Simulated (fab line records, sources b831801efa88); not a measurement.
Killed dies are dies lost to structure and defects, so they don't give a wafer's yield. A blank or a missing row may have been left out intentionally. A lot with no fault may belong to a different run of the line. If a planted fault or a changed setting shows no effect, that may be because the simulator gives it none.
Chamber matching ; flow sky130 ; cmp-02 running SKY_VIA1_CMP_24: 4 sister chambers
The step polishes, stops on SiO2, t overpolish 15 s, target thk 0 nm. 8 wafers are shown with their chamber, then 12 later ones without.

== WAFERS, EACH WITH ITS CHAMBER ==
wafer;chamber;motorCurrentA (A);timeToEndpointS (s)
L080.1;1;11.4;56
L088.5;0;10.5;64
L088.6;3;14.0;62
L092.1;1;10.8;58
L092.6;0;11.4;64
L090.2;2;12.4;59
L090.3;3;13.7;58
L090.5;2;12.9;60

== WAFERS WHOSE CHAMBER IS MISSING ==
wafer;motorCurrentA (A);timeToEndpointS (s)
L094.2;10.4;58
L094.3;12.6;63
L094.4;14.4;60
L095.1;10.9;59
L095.5;10.9;59
L095.6;11.5;62
L096.2;14.5;62
L096.4;10.7;54
L096.6;10.3;56
L097.1;10.5;62
L097.3;12.7;60
L097.6;10.8;63

== CHAMBER TAKEN BY EACH ==
wafer;from the rows above;in truth
L094.2;1;1
L094.3;can't be placed: 2 or 3 or 0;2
L094.4;3;3
L095.1;can't be placed: 1 or 0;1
L095.5;can't be placed: 1 or 0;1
L095.6;can't be placed: 0 or 2 or 1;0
L096.2;3;3
L096.4;1;1
L096.6;1;1
L097.1;can't be placed: 0 or 1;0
L097.3;2;2
L097.6;0;0
Correct placement for 7 of the 12. From these rows, 5 cannot be placed; in 5 the true chamber is one of the candidates. 0 placed wrongly.
How it was worked out, from the rows above alone: a wafer's distance from a chamber is the root of the sum, over the readings, of the square of ((its reading less the chamber's mean) divided by the reading's scatter). If the next closest chamber is less than 2 further off than the closest, the wafer can't be placed; otherwise it belongs to the closest. The mean given for a chamber averages the wafers shown for that chamber. The scatter is the square root of a quotient: the sum, over the shown wafers, of each reading's squared deviation from its chamber's mean, divided by wafers minus chambers.
